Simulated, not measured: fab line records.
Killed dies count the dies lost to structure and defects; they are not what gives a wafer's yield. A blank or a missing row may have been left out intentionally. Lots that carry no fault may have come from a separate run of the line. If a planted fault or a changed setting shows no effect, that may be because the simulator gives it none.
fab line records	flow sky130
[record] lots = 5	wafers = 15	last-day = 49
route steps=708 shown LI_CONTACT@369 PAD_OPEN@708
lots with no fault: from the same line, run without faults
start-h: the number of hours between the record's first day and the start of the first shown wafer of the lot	wait-h: time in hours since the lot's previous step	" as in the row above	L1.1+2: a row that stands for several wafers	- value missing, or start not given	* or withheld: withheld	< > ~ a bound
route shown NAME@n: a module of which the file shows steps, and the number in the route of the first	usual: the fault-free wafers' mean and standard deviation	same: alike in all rows	chamber/n: place in a boat	sites: the reading at each site	_std_site: their standard deviation	_edge_site: outer sites' mean less inner sites'	radius-mm: how far each site lies from the wafer's centre	mask NAME#n: copy n	behind: the most recent tool/chamber to have shaped the wafer	hold: the reason the lot was held/the length of the hold in hours/how it ended	device: which transistor (n, p or np) failed to switch	end of line: tests run on the same wafers once the route is complete	for a step that has no rows: nothing shown but its recipe	killed: not the wafer's yield, but the dies lost to structure and defects at the first sort	map: per-die view of a wafer (x killed, . not killed, _ where there is no die)
set.NAME: setting as actually run; set.NAME@STEP: the setting as run at that earlier step	model.NAME: the simulator's own value behind a step, which no gauge read
lots seen at some steps along the route; tables by step, rows by wafer
services: when a tool's chamber went out of use (start-h, in hours from the record's first day, below 0 if earlier), for how many hours, and the reason
[[steps]]
[step SKY_LI_CONTACT_COAT_07]
[recipe] resist = KrF-thick	spin-rpm = 3000	resist-thk-nm = 450
[step SKY_LI_CONTACT_SOFTBAKE_08]
[recipe] temp-c = 99.23	time-s = 90	resist = KrF-thick
[step SKY_LI_CONTACT_EXPOSE_09]
[recipe] mask-id = LICM1	na = 0.8	source-shape = annular	sigma-inner = 0.55	sigma-outer = 0.85	target-cd-nm = 170	dose-mj = 38
[step SKY_LI_CONTACT_PEB_10]
[recipe] peb-temp-c = withheld	peb-time-s = withheld	resist = KrF-thick
[step SKY_LI_CONTACT_DEVELOP_11]
[recipe] develop-time-s = 60	resist = KrF-thick	dev-temp-c = 21
[step SKY_LI_CONTACT_CD_MEAS_12]
[recipe] target-cd-nm = 170
[usual] cd-nm = 170.1/1.6
lot.wafer	tool	chamber	start-h	wait-h	cd-nm
L658.1	cd-sem-02	-	659.57	-	167.3
L658.2	"	-	"	"	167.9
L658.4	"	-	"	"	167.4
L661.3	cd-sem-01	-	692.61	-	168.7
L661.5	"	-	"	"	168.8
L661.6	"	-	"	"	169.1
L670.1	cd-sem-02	-	769.91	-	171.7
L670.5	"	-	"	"	170.7
L670.6	"	-	"	"	173.8
L675.2	cd-sem-02	-	797.34	-	170.7
L675.4	"	-	"	"	170.7
L675.5	"	-	"	"	168.2
L678.1	cd-sem-02	-	829.82	-	168.3
L678.4	"	-	"	"	169.4
L678.6	"	-	"	"	169.2
[step SKY_LI_CONTACT_OVL_MEAS_13]
[usual] LI_CONTACT_OVL = -1/5.3
lot.wafer	tool	chamber	start-h	wait-h	LI_CONTACT_OVL[nm]
L658.1	overlay-01	-	659.69	0.1	-2
L658.2	"	-	"	"	-5
L658.4	"	-	"	"	-11
L661.3	overlay-02	-	692.70	0.1	-1
L661.5	"	-	"	"	-1
L661.6	"	-	"	"	-2
L670.1	overlay-01	-	770.03	0.1	8
L670.5	"	-	"	"	3
L670.6	"	-	"	"	6
L675.2	overlay-01	-	797.45	0.1	-1
L675.4	"	-	"	"	-3
L675.5	"	-	"	"	-7
L678.1	overlay-02	-	829.94	0.1	2
L678.4	"	-	"	"	-10
L678.6	"	-	"	"	-8
[step SKY_LI_CONTACT_ETCH_14]
[recipe] chemistry = N2/H2	target = BARC	ion-energy-ev = 200	source-w = 500	bias-w = 100	pressure-mtorr = 30	n2-flow-sccm = 100	h2-flow-sccm = 200	stop-on = SiO2	time-s = 45.9	target-depth-a = 600
[usual] drypump-motor-current-A = 5.8/0.44	oes-product-au = 0.855/0.0046	rf-fwd-power-W = 494.5/2.6	throttle-valve-pct = 13.226/0.0093
lot.wafer	tool	chamber	start-h	wait-h	drypump-motor-current-A	oes-product-au	rf-fwd-power-W	rf-hours-counter-h	throttle-valve-pct
L658.1	rie-diel-03	1	659.72	0.0	5.8	0.861	490.5	42	13.216
L658.2	"	2	"	"	6.4	0.861	498.4	7	13.216
L658.4	"	0	"	"	5.8	0.860	491.9	5	13.223
L661.3	rie-diel-04	1	692.72	0.0	5.7	0.860	494.2	2	13.237
L661.5	"	0	"	"	6.1	0.850	490.9	-	13.225
L661.6	"	1	"	"	5.7	0.859	491.6	-	13.231
L670.1	rie-diel-03	0	770.06	0.0	5.8	0.857	492.9	8	13.221
L670.5	"	3	"	"	6.4	0.861	492.8	-	13.206
L670.6	"	2	"	"	6.4	0.855	496.5	-	13.239
L675.2	rie-diel-03	3	797.48	0.0	6.3	0.858	494.6	7	13.214
L675.4	"	1	"	"	5.9	0.851	491.8	0	13.229
L675.5	"	3	"	"	6.3	0.859	495.6	-	13.202
L678.1	rie-diel-01	0	829.97	0.0	5.8	0.857	496.6	10	13.241
L678.4	"	1	"	"	5.9	0.859	499.3	3	13.239
L678.6	"	1	"	"	5.9	0.857	496.4	-	13.243
[step SKY_LI_CONTACT_ETCH_15]
[recipe] target = PSG	chemistry = C4F8/O2/Ar	stop-on = Si	taper-deg = 4.15	mask-material = KrF-thick	source-w = 1500	bias-w = 1200	pressure-mtorr = 40	c4f8-flow-sccm = withheld	O2_flow_sccm = 6	Ar_flow_sccm = 300	time-s = withheld	target-depth-a = 6000
[usual] oes-product-au = 0.836/0.0045	rf-fwd-power-W = 1492/5.6
lot.wafer	tool	chamber	start-h	wait-h	oes-product-au	rf-fwd-power-W
L658.1	rie-diel-03	1	659.76	0.0	0.835	1489
L658.2	"	2	"	"	0.832	1498
L658.4	"	0	"	"	0.838	1497
L661.3	rie-diel-04	1	692.76	0.0	0.837	1493
L661.5	"	0	"	"	0.841	1492
L661.6	"	1	"	"	0.839	1487
L670.1	rie-diel-03	0	770.11	0.0	0.838	1488
L670.5	"	3	"	"	0.836	1502
L670.6	"	2	"	"	0.833	1491
L675.2	rie-diel-03	3	797.52	0.0	0.830	1492
L675.4	"	1	"	"	0.833	1493
L675.5	"	3	"	"	0.837	1493
L678.1	rie-diel-01	0	830.01	0.0	0.839	1500
L678.4	"	1	"	"	0.832	1493
L678.6	"	1	"	"	0.832	1498
[step SKY_LI_CONTACT_STRIP_16]
[recipe] chemistry = O2/N2	power-w = 1400	pressure-mtorr = 1500	platen-temp-c = withheld	o2-flow-sccm = 3000	n2-flow-sccm = 300	overash-fraction = 0.5
[usual] drypump-motor-current-A = 5.7/0.49	oes-product-au = 0.376/0.0048	strip-time-to-endpoint-s = 3.51/0.031
lot.wafer	tool	chamber	start-h	wait-h	drypump-motor-current-A	oes-product-au	rf-hours-counter-h	strip-time-to-endpoint-s
L658.1	plasma-asher-03	0	659.85	-	6.0	0.370	81	3.44
L658.2	"	1	"	"	5.9	0.377	81	3.54
L658.4	"	1	"	"	5.9	0.373	-	3.49
L661.3	plasma-asher-04	1	692.88	-	5.6	0.376	-	3.49
L661.5	"	1	"	"	5.6	0.375	-	3.50
L661.6	"	0	"	"	5.0	0.373	-	3.49
L670.1	plasma-asher-03	0	770.19	-	6.0	0.374	91	3.53
L670.5	"	1	"	"	5.8	0.383	-	3.53
L670.6	"	0	"	"	6.0	0.378	-	3.52
L675.2	plasma-asher-04	1	797.60	-	5.6	0.374	39	3.56
L675.4	"	1	"	"	5.6	0.378	-	3.55
L675.5	"	0	"	"	5.0	0.385	-	3.58
L678.1	plasma-asher-02	1	830.10	-	6.6	0.370	8	3.47
L678.4	"	0	"	"	5.2	0.371	-	3.45
L678.6	"	1	"	"	6.5	0.367	-	3.45
[step SKY_LI_CONTACT_CLEAN_17]
[recipe] chemistry = NMP	time-s = 600	temp-c = 60	dry = n2-spin
[step SKY_LI_CONTACT_PRE_CLEAN_18]
[recipe] gas = Ar	time-s = 5.6	bias-v = 358
[step SKY_LI_CONTACT_SPUTTER_19]
[recipe] material = Ti	target-thk-nm = 20	chamber-pressure-pa = 5	power-w = 2500	substrate-temp-c = 200	time-s = 106.37
[usual] throttle-valve-pct = 29.9/1.1
lot.wafer	tool	chamber	start-h	wait-h	throttle-valve-pct	model.Ti_of_LI_CONTACT_SPUTTER_19.thk-nm
L658.1	pvd-sputter-01	-	660.16	0.0	30.3	20.09
L658.2	"	-	"	"	28.5	20.07
L658.4	"	-	"	"	30.3	19.95
L661.3	pvd-sputter-01	-	693.32	0.0	28.5	20.03
L661.5	"	-	"	"	30.2	17.95
L661.6	"	-	"	"	30.1	19.84
L670.1	pvd-sputter-04	-	770.50	0.0	30.9	20.06
L670.5	"	-	"	"	27.2	20.01
L670.6	"	-	"	"	31.1	20.13
L675.2	pvd-sputter-02	-	797.90	0.0	29.4	19.82
L675.4	"	-	"	"	30.1	19.76
L675.5	"	-	"	"	29.7	19.97
L678.1	pvd-sputter-01	-	830.39	0.0	28.6	19.69
L678.4	"	-	"	"	30.3	19.57
L678.6	"	-	"	"	30.6	19.86
[step SKY_LI_CONTACT_SPUTTER_20]
[recipe] material = TiN	target-thk-nm = 20	chamber-pressure-pa = 5	power-w = 4000	time-s = 80
[usual] throttle-valve-pct = 29.9/1.1
lot.wafer	tool	chamber	start-h	wait-h	throttle-valve-pct
L658.1	pvd-sputter-01	-	660.24	0.0	30.7
L658.2	"	-	"	"	28.8
L658.4	"	-	"	"	30.1
L661.3	pvd-sputter-01	-	693.39	0.0	28.6
L661.5	"	-	"	"	30.1
L661.6	"	-	"	"	29.9
L670.1	pvd-sputter-04	-	770.58	0.0	31.2
L670.5	"	-	"	"	27.6
L670.6	"	-	"	"	31.0
L675.2	pvd-sputter-02	-	797.98	0.0	29.7
L675.4	"	-	"	"	29.9
L675.5	"	-	"	"	29.7
L678.1	pvd-sputter-01	-	830.47	0.0	28.7
L678.4	"	-	"	"	30.4
L678.6	"	-	"	"	30.7
[step SKY_PAD_OPEN_PROBE_99]
[usual] killed_at_M0_to_M3 = 44/6.6	killed_at_M4_up = 3.0/2	killed-at-contacts = 24/5.1	killed-at-front-end = 15/4.1	killed-at-other = 0.4/0.62	killed-dies = 86/9.3	killed-open = 46/6.8	killed-short = 40/5.8
[same] gross-dies = 492	killed-at-back-side = 0
lot.wafer	tool	chamber	start-h	wait-h	killed_at_M0_to_M3	killed_at_M4_up	killed-at-contacts	killed-at-front-end	killed-at-other	killed-dies	killed-open	killed-short
L658.1	prober-02	-	1062.39	0.1	42	3	30	12	0	87	44	43
L658.2	prober-02	-	1062.44	0.1	45	3	29	15	0	92	45	47
L658.4	prober-02	-	1062.54	0.2	42	1	29	14	0	86	52	34
L661.3	prober-01	-	1084.12	0.2	50	0	33	16	3	102	46	53
L661.5	prober-01	-	1084.22	0.2	36	4	25	16	0	81	39	42
L661.6	prober-01	-	1084.27	0.2	39	3	33	14	0	89	46	43
L670.1	prober-01	-	1144.91	0.1	42	3	26	19	0	90	43	47
L670.5	prober-01	-	1145.11	0.2	46	5	27	20	0	98	52	46
L670.6	prober-01	-	1145.16	0.2	40	5	15	22	1	83	40	41
L675.2	prober-02	-	1164.73	0.1	38	1	23	5	0	67	31	35
L675.4	prober-02	-	1164.83	0.2	39	1	21	11	0	72	39	33
L675.5	prober-02	-	1164.88	0.2	55	1	31	11	0	98	50	45
L678.1	prober-01	-	1180.93	0.1	38	2	18	23	1	82	47	35
L678.4	prober-01	-	1181.08	0.2	45	1	22	20	1	89	48	41
L678.6	prober-01	-	1181.18	0.2	55	6	23	13	1	98	48	49
// killed by level:class
L658.1 CONTACT:geometric-particle:open=13 VIA1:geometric-particle:open=9 CONTACT:geometric-particle:short=8 METAL2:geometric-particle:short=8 METAL1:geometric-particle:short=7 LI_CONTACT:geometric-particle:open=5 VIA3:geometric-particle:open=5 VIA3:geometric-particle:short=4
L658.2 CONTACT:geometric-particle:open=12 VIA1:geometric-particle:open=12 VIA2:geometric-particle:open=9 METAL2:geometric-particle:short=6 LOCAL_INTERCONNECT:geometric-particle:short=6 VIA1:geometric-particle:short=5 POLY_GATE:geometric-particle:open=4 CONTACT:geometric-particle:short=4
L658.4 VIA1:geometric-particle:open=13 CONTACT:geometric-particle:open=10 LI_CONTACT:geometric-particle:open=7 CONTACT:geometric-particle:short=7 METAL1:geometric-particle:short=7 VIA2:geometric-particle:open=6 FIELD_ISO:geometric-particle:open=5 METAL2:geometric-particle:short=4
L661.3 CONTACT:geometric-particle:open=14 VIA3:geometric-particle:open=12 LOCAL_INTERCONNECT:geometric-particle:short=10 VIA1:geometric-particle:open=7 FIELD_ISO:geometric-particle:short=5 METAL3:geometric-particle:short=5 VIA3:geometric-particle:short=5 POLY_GATE:geometric-particle:short=4
L661.5 CONTACT:geometric-particle:open=13 VIA3:geometric-particle:open=8 POLY_GATE:geometric-particle:short=7 METAL1:geometric-particle:short=5 METAL2:geometric-particle:short=5 FIELD_ISO:geometric-particle:short=4 LI_CONTACT:geometric-particle:open=4 VIA1:geometric-particle:short=4
L661.6 CONTACT:geometric-particle:open=11 VIA1:geometric-particle:short=8 METAL1:geometric-particle:short=8 LI_CONTACT:geometric-particle:open=7 CONTACT:geometric-particle:short=6 METAL2:geometric-particle:short=5 LOCAL_INTERCONNECT:geometric-particle:short=5 VIA1:geometric-particle:open=5
L670.1 VIA1:geometric-particle:open=8 CONTACT:geometric-particle:open=7 VIA2:geometric-particle:open=7 FIELD_ISO:geometric-particle:open=6 FIELD_ISO:geometric-particle:short=6 CONTACT:geometric-particle:short=6 VIA3:geometric-particle:short=6 LOCAL_INTERCONNECT:geometric-particle:short=5
L670.5 VIA1:geometric-particle:open=9 VIA3:geometric-particle:open=8 LI_CONTACT:geometric-particle:open=8 VIA2:geometric-particle:open=8 POLY_GATE:geometric-particle:open=6 FIELD_ISO:geometric-particle:short=5 POLY_GATE:geometric-particle:short=5 VIA2:geometric-particle:short=5
L670.6 FIELD_ISO:geometric-particle:open=8 VIA1:geometric-particle:open=8 METAL1:geometric-particle:short=8 VIA1:geometric-particle:short=6 VIA3:geometric-particle:open=6 POLY_GATE:geometric-particle:short=5 FIELD_ISO:geometric-particle:short=4 POLY_GATE:geometric-particle:open=4
L675.2 VIA1:geometric-particle:open=8 CONTACT:geometric-particle:short=7 LI_CONTACT:geometric-particle:open=5 VIA3:geometric-particle:open=5 CONTACT:geometric-particle:open=4 METAL1:geometric-particle:short=4 VIA2:geometric-particle:open=4 VIA2:geometric-particle:short=4
L675.4 VIA1:geometric-particle:open=12 CONTACT:geometric-particle:open=7 METAL1:geometric-particle:short=7 CONTACT:geometric-particle:short=5 VIA3:geometric-particle:short=5 LI_CONTACT:geometric-particle:short=4 VIA2:geometric-particle:open=4 FIELD_ISO:geometric-particle:open=3
L675.5 CONTACT:geometric-particle:open=11 VIA1:geometric-particle:open=11 VIA3:geometric-particle:open=9 LOCAL_INTERCONNECT:geometric-particle:short=7 VIA2:geometric-particle:open=7 VIA2:geometric-particle:short=6 VIA3:geometric-particle:short=5 FIELD_ISO:geometric-particle:short=4
L678.1 VIA1:geometric-particle:open=13 CONTACT:geometric-particle:open=8 VIA3:geometric-particle:open=8 POLY_GATE:geometric-particle:short=7 FIELD_ISO:geometric-particle:open=5 FIELD_ISO:geometric-particle:short=4 METAL2:geometric-particle:short=4 VIA2:geometric-particle:short=4
L678.4 VIA2:geometric-particle:open=10 CONTACT:geometric-particle:open=9 FIELD_ISO:geometric-particle:open=6 VIA1:geometric-particle:open=6 METAL1:geometric-particle:short=5 LI_CONTACT:geometric-particle:open=5 VIA3:geometric-particle:open=5 POLY_GATE:geometric-particle:short=4
L678.6 VIA2:geometric-particle:open=12 VIA1:geometric-particle:open=10 CONTACT:geometric-particle:open=8 POLY_GATE:geometric-particle:short=7 METAL1:geometric-particle:short=7 LI_CONTACT:geometric-particle:open=6 METAL2:geometric-particle:short=6 VIA3:geometric-particle:short=5
[[services]]
tool	chamber	start-h	hours	kind
pvd-sputter-04	-	638.67	0.7	repair
rie-diel-04	2	638.90	9.6	repair
pvd-sputter-04	-	649.23	1.1	repair
plasma-asher-02	-	654.79	5.7	repair
pvd-sputter-02	-	655.62	3.2	repair
pvd-sputter-02	-	668.95	0.9	repair
rie-diel-01	1	677.84	6.3	repair
plasma-asher-03	-	686.08	12.7	repair
rie-diel-04	-	697.08	0.4	repair
rie-diel-04	-	719.00	2.5	repair
pvd-sputter-01	0	719.98	-	consumable-replace:kit
rie-diel-04	0	733.10	4.0	repair
plasma-asher-02	-	733.75	9.0	pm
plasma-asher-02	-	737.95	3.9	repair
rie-diel-04	2	738.13	6.0	repair
plasma-asher-02	-	741.57	0.5	repair
pvd-sputter-01	-	744.41	60.3	repair
pvd-sputter-01	-	748.20	5.6	repair
rie-diel-01	0	754.81	5.5	repair
rie-diel-01	2	769.16	7.5	repair
rie-diel-03	3	784.35	4.3	repair
rie-diel-01	1	797.64	8.1	repair
rie-diel-03	3	822.77	11.0	repair
rie-diel-01	-	824.12	0.4	repair
[[key]]
first-sign none at tools or gauges
[model-effect] step = SKY_LI_CONTACT_SPUTTER_19	value = Ti_of_LI_CONTACT_SPUTTER_19.thk-nm	without = 19.64	struck = 17.95
met-at SKY_LI_CONTACT_SPUTTER_19
struck-wafers L661.5
tester-left-out L661
onset-between 660.16 693.32
[fault] kind = process-parameter-drift	tool = pvd-sputter-01	chamber = -	onset-h = 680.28	steps = SKY_LI_CONTACT_SPUTTER_19	channel = time-s	offset = *	shape = step	end-h = 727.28	acts-in = *	stated = *	scope = struck-wafers-only
// tester-left-out: of these lots the tester's yield and bins aren't shown, on N5 and GAA mostly nor the transistor test; their killed dies are dies lost to structure and defects alone, not to doping, threshold or leakage, so they don't give the yield
